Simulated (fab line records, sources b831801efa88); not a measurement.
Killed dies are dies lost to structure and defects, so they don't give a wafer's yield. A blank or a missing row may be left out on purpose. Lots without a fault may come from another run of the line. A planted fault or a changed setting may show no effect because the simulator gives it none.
A struck lot beside a sound one | flow sky130 | 14 steps out of a route of 708
Sound: wafers L846.2, L846.3, L846.4. Struck: wafers L861.2, L861.3, L861.4. The cause comes at the end.
At each step with rows: each side's tool, then ch and its chambers, then its first start. Under that, the readings that differ: sound wafers | struck wafers | difference of the means | sigmas: that difference in standard deviations of wafers without a fault.
alike: readings whose means differ by less than 2 such deviations, and words and numbers that are the same on both sides. not compared: withheld readings, readings that some wafer has no value for, bounds like >300 that may hide the same value, and numbers for which the record gives no deviation and whose values overlap.
The two part at a step that has a row with sigmas, a row that says differs or no value, or rows on one side only. Numbers that don't overlap but have no deviation are shown without sigmas and don't part them. A reading that every wafer of one side lacks parts them only if that side has two wafers or more.

first, 4 steps without rows for these wafers: SKY_FIELD_ISO_CLEAN_19 (cleans in SC1/SC2, time 150 s); SKY_FIELD_ISO_CLEAN_20 (cleans in dHF, time 20 s); SKY_FIELD_ISO_WET_ETCH_21 (etches SiO2 in dHF, target depth 20 nm, time 400 s); SKY_FIELD_ISO_OXIDATION_22 (stabilise 600 s, purge 300 s, target thk 10 nm).
SKY_FIELD_ISO_THK_MEAS_23:
  sound on film_metro-01, day 2 14:53; struck on film_metro-02, day 5 21:44
  reading                         | sound          | struck            | difference | sigmas
  FIELD_ISO_OXIDATION_01_THK (nm) | 9.83 9.84 9.83 | 10.33 10.16 10.53 | +0.51      | +2
then, 1 step without rows for these wafers: SKY_FIELD_ISO_CVD_24 (deposits SiO2, target thk 595 nm, time 99.2 s).
SKY_FIELD_ISO_THK_MEAS_25:
  sound on film_metro-04, day 2 15:01; struck on film_metro-01, day 5 21:52
  reading                   | sound       | struck      | difference | sigmas
  FIELD_ISO_CVD_24_THK (nm) | 601 621 608 | 598 593 586 | -18        | -2
then, 1 step without rows for these wafers: SKY_FIELD_ISO_ANNEAL_26 (time 1800 s).
SKY_FIELD_ISO_CMP_27: polishes, stops on Si3N4, t overpolish 16 s, target thk 457.8 nm.
  sound on cmp-01 ch 1,2,3, day 2 16:34; struck on cmp-01 ch 1,2,3, day 5 23:33
  alike: edge_zone_pressure_frac, motor_current_A, overpolish_run_s, platen_rpm, time_to_endpoint_s
then, 3 steps without rows for these wafers: SKY_FIELD_ISO_WET_ETCH_28 (etches SiO2 in dHF, target depth 23.7 nm, time 47 s); SKY_FIELD_ISO_WET_ETCH_29 (etches Si3N4 in H3PO4, target depth 160 nm, time 1825 s); SKY_FIELD_ISO_WET_ETCH_30 (etches SiO2 in dHF, target depth 25 nm, time 50 s).
SKY_NWELL_CLEAN_00: cleans in SC1/SC2, time 150 s.
  sound on wet_bench-02 ch 0, day 2 17:26; struck on wet_bench-04 ch 0, day 6 00:28
  no value came back on the struck wafers for bath_guard_temp_C (C), bath_heat_duty_pct (%), time_s (s); on the sound wafers bath_guard_temp_C (C) reads 70.7 70.7 70.9
then, 1 step without rows for these wafers: SKY_NWELL_OXIDATION_01 (stabilise 600 s, purge 300 s, target thk 10 nm).

WHERE THEY PART
First at SKY_FIELD_ISO_THK_MEAS_23; last, within this record, at SKY_NWELL_CLEAN_00.

WHY: what the simulator had put in
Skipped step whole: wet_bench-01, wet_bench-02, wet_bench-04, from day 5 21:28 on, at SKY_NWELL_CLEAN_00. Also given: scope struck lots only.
